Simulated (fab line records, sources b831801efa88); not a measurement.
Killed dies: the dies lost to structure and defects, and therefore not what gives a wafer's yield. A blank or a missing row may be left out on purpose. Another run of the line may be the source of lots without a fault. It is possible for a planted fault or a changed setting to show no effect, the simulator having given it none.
Which tool is to blame? / flow gf180mcu / 13 lots, 39 wafers sampled, at 4 steps of a route of 602

## WHAT THE GAUGES READ, wafer by wafer
GF_DUAL_GATE_THK_MEAS_03. Usual: DUAL_GATE_OXIDATION_00_THK typically reads 10.83 nm, with standard deviation 0.21.
lot=L740; measured=day 7 14:36; on=film metro-01; DUAL_GATE_OXIDATION_00_THK (nm)=10.88 10.86 10.82; flag=
lot=L741; measured=day 7 19:22; on=film metro-02; DUAL_GATE_OXIDATION_00_THK (nm)=11.06 10.72 10.71; flag=
lot=L742; measured=day 8 05:12; on=film metro-01; DUAL_GATE_OXIDATION_00_THK (nm)=11.10 11.14 10.96; flag=
lot=L744; measured=day 8 21:49; on=film metro-01; DUAL_GATE_OXIDATION_00_THK (nm)=10.96 11.01 10.94; flag=
lot=L746; measured=day 9 06:17; on=film metro-02; DUAL_GATE_OXIDATION_00_THK (nm)=11.05 11.34 11.00; flag=
lot=L747; measured=day 9 13:49; on=film metro-01; DUAL_GATE_OXIDATION_00_THK (nm)=10.76 10.67 10.85; flag=
lot=L750; measured=day 10 14:44; on=film metro-02; DUAL_GATE_OXIDATION_00_THK (nm)=12.25 12.25 12.04; flag=OFF
lot=L751; measured=day 10 19:13; on=film metro-01; DUAL_GATE_OXIDATION_00_THK (nm)=12.19 12.06 12.05; flag=OFF
lot=L752; measured=day 11 00:34; on=film metro-02; DUAL_GATE_OXIDATION_00_THK (nm)=11.16 11.20 11.19; flag=
lot=L753; measured=day 11 12:17; on=film metro-04; DUAL_GATE_OXIDATION_00_THK (nm)=10.99 10.99 10.79; flag=
lot=L758; measured=day 12 16:05; on=film metro-01; DUAL_GATE_OXIDATION_00_THK (nm)=10.71 10.80 10.67; flag=
lot=L762; measured=day 13 19:19; on=film metro-01; DUAL_GATE_OXIDATION_00_THK (nm)=10.97 10.96 11.08; flag=
lot=L763; measured=day 14 04:28; on=film metro-01; DUAL_GATE_OXIDATION_00_THK (nm)=10.71 10.45 10.59; flag=

GF_SALICIDE_THK_MEAS_05: measures by xrf. Usual: SALICIDE_TIN_THK typically reads 20.07 nm, with standard deviation 0.24.
lot=L740; measured=day 15 01:05; on=film metro-03; SALICIDE_TIN_THK (nm)=20.17 20.49 20.04; flag=
lot=L741; measured=day 15 09:44; on=film metro-03; SALICIDE_TIN_THK (nm)=19.89 20.00 19.98; flag=
lot=L742; measured=day 15 20:34; on=film metro-01; SALICIDE_TIN_THK (nm)=20.05 20.07 20.03; flag=
lot=L744; measured=day 16 18:15; on=film metro-01; SALICIDE_TIN_THK (nm)=20.09 20.45 20.03; flag=
lot=L746; measured=day 17 03:53; on=film metro-01; SALICIDE_TIN_THK (nm)=20.08 19.51 20.22; flag=
lot=L747; measured=day 17 14:55; on=film metro-02; SALICIDE_TIN_THK (nm)=20.13 20.41 19.93; flag=
lot=L750; measured=day 18 20:28; on=film metro-03; SALICIDE_TIN_THK (nm)=19.89 20.25 19.82; flag=
lot=L751; measured=day 19 09:04; on=film metro-02; SALICIDE_TIN_THK (nm)=20.27 20.18 20.17; flag=
lot=L752; measured=day 19 13:04; on=film metro-03; SALICIDE_TIN_THK (nm)=19.99 19.86 20.27; flag=
lot=L753; measured=day 20 04:35; on=film metro-02; SALICIDE_TIN_THK (nm)=20.07 20.12 19.61; flag=
lot=L758; measured=day 21 10:29; on=film metro-02; SALICIDE_TIN_THK (nm)=19.47 20.01 20.01; flag=
lot=L762; measured=day 22 20:45; on=film metro-01; SALICIDE_TIN_THK (nm)=20.18 20.15 20.18; flag=
lot=L763; measured=day 23 04:09; on=film metro-03; SALICIDE_TIN_THK (nm)=19.70 19.98 19.54; flag=

## EACH LOT AND THE TOOL THAT RAN IT (in order: tool; ch and the chambers of the sampled wafers; start)
lot=L740; GF_DUAL_GATE_OXIDATION_02=furnace-01 ch 0, day 7 13:10; GF_SALICIDE_SPUTTER_03=pvd sputter-04, day 15 00:57
lot=L741; GF_DUAL_GATE_OXIDATION_02=furnace-02 ch 0, day 7 17:55; GF_SALICIDE_SPUTTER_03=pvd sputter-03, day 15 09:35
lot=L742; GF_DUAL_GATE_OXIDATION_02=furnace-01 ch 0, day 8 03:45; GF_SALICIDE_SPUTTER_03=pvd sputter-03, day 15 20:25
lot=L744; GF_DUAL_GATE_OXIDATION_02=furnace-02 ch 0, day 8 20:22; GF_SALICIDE_SPUTTER_03=pvd sputter-02, day 16 18:07
lot=L746; GF_DUAL_GATE_OXIDATION_02=furnace-02 ch 0, day 9 04:50; GF_SALICIDE_SPUTTER_03=pvd sputter-04, day 17 03:44
lot=L747; GF_DUAL_GATE_OXIDATION_02=furnace-01 ch 0, day 9 12:23; GF_SALICIDE_SPUTTER_03=pvd sputter-02, day 17 14:47
lot=L750; GF_DUAL_GATE_OXIDATION_02=furnace-01 ch 0, day 10 13:17; GF_SALICIDE_SPUTTER_03=pvd sputter-03, day 18 20:19
lot=L751; GF_DUAL_GATE_OXIDATION_02=furnace-01 ch 0, day 10 17:47; GF_SALICIDE_SPUTTER_03=pvd sputter-03, day 19 08:56
lot=L752; GF_DUAL_GATE_OXIDATION_02=furnace-02 ch 0, day 10 23:07; GF_SALICIDE_SPUTTER_03=pvd sputter-04, day 19 12:55
lot=L753; GF_DUAL_GATE_OXIDATION_02=furnace-02 ch 0, day 11 10:50; GF_SALICIDE_SPUTTER_03=pvd sputter-04, day 20 04:26
lot=L758; GF_DUAL_GATE_OXIDATION_02=furnace-02 ch 0, day 12 14:38; GF_SALICIDE_SPUTTER_03=pvd sputter-02, day 21 10:20
lot=L762; GF_DUAL_GATE_OXIDATION_02=furnace-02 ch 0, day 13 17:51; GF_SALICIDE_SPUTTER_03=pvd sputter-03, day 22 20:35
lot=L763; GF_DUAL_GATE_OXIDATION_02=furnace-02 ch 0, day 14 03:01; GF_SALICIDE_SPUTTER_03=pvd sputter-02, day 23 03:59
- GF_DUAL_GATE_OXIDATION_02: stabilise 600 s, purge 300 s, target thk 10.887 nm.
- GF_SALICIDE_SPUTTER_03: material TiN, target thk 20 nm, time 16.7 s.

## AS READ BY THE TOOLS THEMSELVES (means over the sampled wafers that have a number; for cases with no such wafer, the mark the record gives instead)
GF_DUAL_GATE_OXIDATION_02. Usual: ox temp c 900.1 C, standard deviation 0.35; zone power upper pct 19.2 %, standard deviation 2.3.
lot=L740; tool=furnace-01; ox temp c (C)=900.3; zone power upper pct (%)=17.1; flag=
lot=L741; tool=furnace-02; ox temp c (C)=900.3; zone power upper pct (%)=21.8; flag=
lot=L742; tool=furnace-01; ox temp c (C)=899.9; zone power upper pct (%)=17.2; flag=
lot=L744; tool=furnace-02; ox temp c (C)=900.3; zone power upper pct (%)=21.8; flag=
lot=L746; tool=furnace-02; ox temp c (C)=900.4; zone power upper pct (%)=21.7; flag=
lot=L747; tool=furnace-01; ox temp c (C)=899.7; zone power upper pct (%)=17.2; flag=
lot=L750; tool=furnace-01; ox temp c (C)=899.9; zone power upper pct (%)=17.1; flag=
lot=L751; tool=furnace-01; ox temp c (C)=901.0; zone power upper pct (%)=16.8; flag=
lot=L752; tool=furnace-02; ox temp c (C)=900.0; zone power upper pct (%)=21.8; flag=
lot=L753; tool=furnace-02; ox temp c (C)=900.1; zone power upper pct (%)=21.8; flag=
lot=L758; tool=furnace-02; ox temp c (C)=900.0; zone power upper pct (%)=21.5; flag=
lot=L762; tool=furnace-02; ox temp c (C)=900.0; zone power upper pct (%)=21.6; flag=
lot=L763; tool=furnace-02; ox temp c (C)=900.0; zone power upper pct (%)=21.6; flag=

GF_SALICIDE_SPUTTER_03. Usual: throttle valve pct at 29.4 %, with a standard deviation of 0.79.
lot=L740; tool=pvd sputter-04; throttle valve pct (%)=29.8; flag=
lot=L741; tool=pvd sputter-03; throttle valve pct (%)=29.3; flag=
lot=L742; tool=pvd sputter-03; throttle valve pct (%)=30.2; flag=
lot=L744; tool=pvd sputter-02; throttle valve pct (%)=29.7; flag=
lot=L746; tool=pvd sputter-04; throttle valve pct (%)=29.1; flag=
lot=L747; tool=pvd sputter-02; throttle valve pct (%)=29.6; flag=
lot=L750; tool=pvd sputter-03; throttle valve pct (%)=29.7; flag=
lot=L751; tool=pvd sputter-03; throttle valve pct (%)=29.1; flag=
lot=L752; tool=pvd sputter-04; throttle valve pct (%)=29.3; flag=
lot=L753; tool=pvd sputter-04; throttle valve pct (%)=29.5; flag=
lot=L758; tool=pvd sputter-02; throttle valve pct (%)=29.6; flag=
lot=L762; tool=pvd sputter-03; throttle valve pct (%)=29.4; flag=
lot=L763; tool=pvd sputter-02; throttle valve pct (%)=29.5; flag=

## THE ANSWER, worked out from the rows above alone
Rule: take the mean of a lot's wafers that have a number; if it is more than 3 standard deviations from the usual mean, the lot is off. A lot without any number at a reading at which 4 lots or more have one is off too. The other lots that the step has rows for count as sound. First the gauges in route order, then the tools' own readings, where a lot's mean is used as printed above. The first step at which some lot is off is used, and at that step the reading that is off furthest; a lot without a number counts as furthest.
Off: L750, L751, seen at GF_DUAL_GATE_THK_MEAS_03 (DUAL_GATE_OXIDATION_00_THK).
If a tool, at a process step before that reading, ran all the lots that are off and no sound lot after the first of them, it fits. Gauges at GF_DUAL_GATE_THK_MEAS_03: tried the same way as those tools. One candidate fits, namely furnace-01 at GF_DUAL_GATE_OXIDATION_02. A fault onset in the window from L747 (day 9 12:23, its last sound lot) to L750 (day 10 13:17, its first lot off) fits.

## WHAT THE SIMULATOR HAD INSERTED
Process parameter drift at GF_DUAL_GATE_OXIDATION_02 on furnace-01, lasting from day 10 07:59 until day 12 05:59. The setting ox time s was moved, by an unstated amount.
Lots struck among those shown: L750, L751. The rule above reached the same finding.
